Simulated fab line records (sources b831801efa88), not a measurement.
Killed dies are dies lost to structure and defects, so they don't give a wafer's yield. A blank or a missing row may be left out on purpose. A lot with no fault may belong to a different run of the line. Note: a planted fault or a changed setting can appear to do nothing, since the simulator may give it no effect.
A struck lot beside a sound one / flow sky130 / 15 steps out of a route of 708
Sound: wafers L651.2, L651.4, L651.6. Struck: wafers L665.1, L665.3, L665.6. The cause comes at the end.
For every step that has rows: the tool of each side, followed by ch and its chambers, followed by its first start. Under that, the readings that differ: sound wafers / struck wafers / difference of the means / sigmas: that difference in standard deviations of wafers without a fault.
alike: same words and numbers on both sides, and readings whose means sit less than 2 such deviations apart. not compared: any withheld reading, any reading some wafer has no value for, any bound like >300 that may hide the same value, and any number with overlapping values for which the record gives no deviation.
Wherever a step has rows on one side only, a row that says differs or no value, or a row with sigmas, the two part there. Numbers that have no deviation but don't overlap get no sigmas and don't part them. Lack of a reading on every wafer of one side parts them only where that side has two or more wafers.

first, 7 steps without rows for these wafers: SKY_VT_ADJUST_PCH_DEHYDRATE_00 (time 60 s); SKY_VT_ADJUST_PCH_HMDS_01 (prime time 60 s); SKY_VT_ADJUST_PCH_COAT_02 (resist thk 3000 nm); SKY_VT_ADJUST_PCH_SOFTBAKE_03; SKY_VT_ADJUST_PCH_EXPOSE_04 (exposes mask NWM, target cd 840 nm); SKY_VT_ADJUST_PCH_PEB_05; SKY_VT_ADJUST_PCH_DEVELOP_06 (develop time 60 s).
SKY_VT_ADJUST_PCH_OVL_MEAS_07:
  sound on overlay-02, day 12 02:19; struck on overlay-01, day 16 03:38
  alike: VT_ADJUST_PCH_OVL
then, 1 step without rows for these wafers: SKY_VT_ADJUST_PCH_IMPLANT_08.
SKY_VT_ADJUST_PCH_STRIP_09: strips in O2/N2.
  sound on plasma_asher-01 ch 0,1, day 12 02:29; struck on plasma_asher-02 ch 0,1, day 16 03:49
  alike: drypump_motor_current_A, oes_product_au, strip_time_to_endpoint_s
  not compared: rf_hours_counter_h
SKY_VT_ADJUST_PCH_TW_MEAS_10:
  sound on film_metro-03, day 12 02:36; struck on film_metro-01, day 16 03:55
  alike: VT_ADJUST_PCH_TW
then, 1 step without rows for these wafers: SKY_SONOS_TUNNEL_DEHYDRATE_00 (time 60 s).
SKY_SONOS_TUNNEL_HMDS_01: prime time 60 s.
  sound on litho_track-03 ch 0, day 12 13:58; struck on litho_track-03 ch 0, day 16 17:29
reading=prime_temp_c (C); sound=120.08 119.96 120.04; struck=116.94 117.02 116.92; difference=-3.07; sigmas=-26
then, 1 step without rows for these wafers: SKY_SONOS_TUNNEL_COAT_02 (resist thk 1140 nm).
SKY_PAD_OPEN_PROBE_99:
  rows exist in the record for the sound wafers here (prober-02, day 47 06:04), none for the struck ones

== WHERE THEY PART ==
At SKY_SONOS_TUNNEL_HMDS_01 first; at SKY_PAD_OPEN_PROBE_99 last (within this record only).

WHY: whatever the simulator had introduced
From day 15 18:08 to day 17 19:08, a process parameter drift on litho_track-03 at SKY_SONOS_TUNNEL_HMDS_01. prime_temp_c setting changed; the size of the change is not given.
